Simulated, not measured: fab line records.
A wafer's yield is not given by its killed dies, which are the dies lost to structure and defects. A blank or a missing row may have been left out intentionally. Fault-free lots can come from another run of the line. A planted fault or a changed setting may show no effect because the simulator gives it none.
2 desks, one fault | flow sfq line | what lay behind the numbers comes last; until then each desk has only its own

FOR THE TOOL OWNER'S DESK: pecvd-02
The tool's own readings at SFQ_TRILAYER_A5C_DEP_PECVD_142 (deposits SiO2 from SiH4/N2O, time 15.556 s, target thk 70 nm): means of the sampled wafers that have a number, for each lot that ran on this tool. Marked OUT: a lot whose mean sits more than 4 standard deviations from the usual mean, which makes it out of limits; the brackets give that distance.
Columns: A = chamber pressure Torr at SFQ_TRILAYER_A5C_DEP_PECVD_142, usual 2.401 Torr; B = heater power w at SFQ_TRILAYER_A5C_DEP_PECVD_142, usual 86 W; C = rf fwd power W at SFQ_TRILAYER_A5C_DEP_PECVD_142, usual 180.2 W; D = throttle valve pct at SFQ_TRILAYER_A5C_DEP_PECVD_142, usual 24.5 %
lot  | first seen here | A     | B  | C     | D
L376 | day 58 07:08    | 2.399 | 75 | 179.5 | 25.1
L391 | day 62 09:43    | 2.397 | 84 | 180.0 | 24.6
L394 | day 62 20:10    | 2.401 | 89 | 180.4 | 24.8
This desk's finding: nothing out of limits on any of the 3 lots.

METROLOGY DESK
Means of the sampled wafers that have a number, per lot and without regard to the tool the lot ran on: this is what the gauges read. Marked OUT: a lot whose mean sits more than 4 standard deviations from the usual mean, which makes it out of limits; the brackets give that distance.
Columns: A = R5_MONX_THK at SFQ_R5_THK_MEAS_934, usual 40.1 nm; B = R5_OVL at SFQ_R5_OVL_MEAS_935, usual 2 nm; C = I5_OVL at SFQ_I5_OVL_MEAS_936, usual 0 nm; D = C5_OVL at SFQ_C5_OVL_MEAS_937, usual 1 nm
lot  | first seen here | A    | B  | C  | D
L376 | day 53 02:47    | 39.6 | 4  | 2  | 4
L379 | day 53 15:25    | 40.9 | 13 | 4  | -3
L391 | day 62 06:28    | 40.2 | -6 | 4  | 4
L394 | day 62 13:53    | 40.3 | -4 | 3  | -6
L397 | day 63 03:28    | 40.7 | -5 | 0  | -1
L398 | day 64 12:26    | 39.8 | 7  | -5 | 3
This desk's finding: nothing out of limits on any of the 6 lots.

TAKEN TOGETHER
Nothing out of limits was seen by the tool owner's desk.
The metrology desk saw nothing out of limits.

WHAT THE SIMULATOR HAD INSERTED
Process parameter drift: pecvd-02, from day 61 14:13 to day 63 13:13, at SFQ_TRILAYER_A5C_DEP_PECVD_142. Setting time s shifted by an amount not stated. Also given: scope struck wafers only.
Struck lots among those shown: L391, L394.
